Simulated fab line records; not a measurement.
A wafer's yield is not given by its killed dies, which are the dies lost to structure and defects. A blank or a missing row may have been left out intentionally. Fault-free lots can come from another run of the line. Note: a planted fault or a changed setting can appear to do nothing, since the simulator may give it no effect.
A struck lot beside a sound one :: flow sfq_line :: 28 steps out of a route of 325
Sound: wafers L825.2, L825.4, L825.5. Struck: wafers L834.1, L834.5 (left out: L834.6, a lot-mate that was not struck); the cause follows at the end.
Order at every step that has rows: each side's tool, ch and its chambers, its first start. Under that, the readings that differ: sound wafers :: struck wafers :: difference of the means :: sigmas: that difference in standard deviations of wafers without a fault.
alike: readings whose means differ by less than 2 such deviations, and words and numbers that are the same on both sides. not compared: withheld readings, readings that some wafer has no value for, bounds like >300 that may hide the same value, and numbers for which the record gives no deviation and whose values overlap.
The two part at a step that has a row with sigmas, a row that says differs or no value, or rows on one side only. When numbers do not overlap yet have no deviation, they are printed without sigmas and do not part them. A reading missing from all wafers of one side parts the sides only when that side holds two or more wafers.

first, 6 steps without rows for these wafers: SFQ_TRILAYER_M0_LITHO_COAT_026 (resist thk 62 nm); SFQ_TRILAYER_M0_LITHO_COAT_021 (resist thk 600 nm); SFQ_TRILAYER_M0_LITHO_SOFTBAKE_025; SFQ_TRILAYER_M0_LITHO_EXPOSE_022 (exposes mask M0, target cd 500 nm); SFQ_TRILAYER_M0_LITHO_PEB_024 (peb time 60 s); SFQ_TRILAYER_M0_LITHO_DEVELOP_023 (time 60 s).
SFQ_M0_OVL_MEAS_906:
  sound on overlay-02, day 13 13:43; struck on overlay-01, day 16 13:11
reading: M0_OVL (nm)
sound: -11 -11 -9
struck: 2 2
difference: +12
sigmas: +2
SFQ_TRILAYER_M0_BARC_OPEN_METAL_ETCH_031: etches BARC in O2, target depth 125 nm, time 41.7 s.
  sound on rie_metal-04 ch 0,1, day 13 13:44; struck on rie_metal-04 ch 0, day 16 13:14
  alike: drypump_motor_current_A, oes_product_au
  not compared: rf_hours_counter_h
SFQ_TRILAYER_M0_ETCH_METAL_ETCH_024: etches Nb in Cl2/Ar, stops on SiO2, target depth 240 nm, time 120 s.
  sound on rie_metal-04 ch 0,1, day 13 13:48; struck on rie_metal-04 ch 0, day 16 13:19
  alike: drypump_motor_current_A, oes_product_au
  not compared: rf_hours_counter_h
SFQ_TRILAYER_M0_STRIP_STRIP_025: strips in O2.
  sound on rie_metal-04 ch 0,1, day 13 13:55; struck on rie_metal-04 ch 0, day 16 13:28
  alike: drypump_motor_current_A, oes_product_au
  not compared: rf_hours_counter_h
then, 1 step without rows for these wafers: SFQ_TRILAYER_M0_STRIP_SOLV_CLEAN_026 (cleans in NMP, time 600 s).
SFQ_TRILAYER_I0_DEP_PECVD_027: deposits SiO2 from SiH4/N2O, time 111.11 s, target thk 500 nm.
  sound on pecvd-02 ch 0,1, day 13 14:42; struck on pecvd-03 ch 0, day 16 14:15
reading: throttle_valve_pct (%)
sound: 25.4 24.9 25.5
struck: 23.1 23.1
difference: -2.2
sigmas: -3
  alike: heater_power_w, showerhead_vpp_V
SFQ_TRILAYER_I0_CMP_CMP_028: polishes SiO2.
  sound on cmp-01 ch 1,2,3, day 14 07:05; struck on cmp-02 ch 2,3, day 16 15:20
reading: time_to_endpoint_s (s)
sound: 206 209 209
struck: 236 228
difference: +24
sigmas: +3

reading: model.SiO2_of_TRILAYER_I0_DEP_PECVD_027.thk_nm (nm)
sound: 200.2 198.7 199.4
struck: 186.3 184.7
difference: -13.9
sigmas: 
  alike: motor_current_A
SFQ_I0_BOW_MEAS_907:
  sound on film_metro-02, day 14 09:36; struck on film_metro-03, day 16 17:20
  alike: I0_BOW
SFQ_TRILAYER_I0_METRO_MEASURE_029:
  sound on film_metro-02, day 14 09:54; struck on film_metro-03, day 16 17:27
reading: thk_nm (nm)
sound: 200.1 198.4 199.7
struck: 186.3 184.6
difference: -14.0
sigmas: -11
then, 6 steps without rows for these wafers: SFQ_TRILAYER_I0_VIA_LITHO_COAT_036 (resist thk 62 nm); SFQ_TRILAYER_I0_VIA_LITHO_COAT_031 (resist thk 650 nm); SFQ_TRILAYER_I0_VIA_LITHO_SOFTBAKE_035; SFQ_TRILAYER_I0_VIA_LITHO_EXPOSE_032 (exposes mask I0, target cd 500 nm); SFQ_TRILAYER_I0_VIA_LITHO_PEB_034 (peb time 60 s); SFQ_TRILAYER_I0_VIA_LITHO_DEVELOP_033 (time 60 s).
-- the record jumps here: 6 days lie between the struck wafers' starts before and after --
SFQ_I0_OVL_MEAS_908:
  sound on overlay-02, day 20 01:02; struck on overlay-02, day 22 22:41
  alike: I0_OVL
then, 1 step without rows for these wafers: SFQ_TRILAYER_I0_VIA_BARC_OPEN_VIA_ETCH_046 (etches BARC in O2, target depth 125 nm, time 41.7 s).
SFQ_TRILAYER_I0_VIA_ETCH_VIA_ETCH_034: etches SiO2 in CHF3, stops on Nb, target depth 260 nm.
  sound on rie_diel-02 ch 1,3, day 20 01:06; struck on rie_diel-01 ch 0,1, day 22 22:45
reading: oes_product_au (a.u.)
sound: 0.856 0.846 0.857
struck: 0.821 0.812
difference: -0.036
sigmas: -7

reading: model.etch.depth_nm (nm)
sound: 200.2 198.7 199.4
struck: 186.3 184.7
difference: -13.9
sigmas: 

reading: model.I0.feature_depth_nm (nm)
sound: 200.2 198.7 199.4
struck: 186.3 184.7
difference: -13.9
sigmas: 
  alike: drypump_motor_current_A
then, 2 steps without rows for these wafers: SFQ_TRILAYER_I0_VIA_STRIP_STRIP_035 (strips in O2); SFQ_TRILAYER_I0_VIA_STRIP_SOLV_CLEAN_036 (cleans in NMP, time 600 s).
SFQ_TRILAYER_M1_DEP_PRE_CLEAN_038: time 22.5 s.
  sound on pvd_sputter-04, day 20 02:01; struck on pvd_sputter-05, day 22 23:38
reading: model.SiO2_of_TRILAYER_I0_DEP_PECVD_027.thk_nm (nm)
sound: 192.7 191.2 191.9
struck: 178.8 177.2
difference: -13.9
sigmas: 
SFQ_TRILAYER_M1_DEP_SPUTTER_037: material Nb, target thk 200 nm, time 133.3 s.
  sound on pvd_sputter-04, day 20 02:02; struck on pvd_sputter-05, day 22 23:40
  alike: throttle_valve_pct

== WHERE THEY PART ==
Earliest at SFQ_M0_OVL_MEAS_906; latest, in this record, at SFQ_TRILAYER_I0_VIA_ETCH_VIA_ETCH_034. Later steps at which nothing parts them and some readings are alike: SFQ_TRILAYER_M1_DEP_SPUTTER_037.

WHY: what the simulator had put in
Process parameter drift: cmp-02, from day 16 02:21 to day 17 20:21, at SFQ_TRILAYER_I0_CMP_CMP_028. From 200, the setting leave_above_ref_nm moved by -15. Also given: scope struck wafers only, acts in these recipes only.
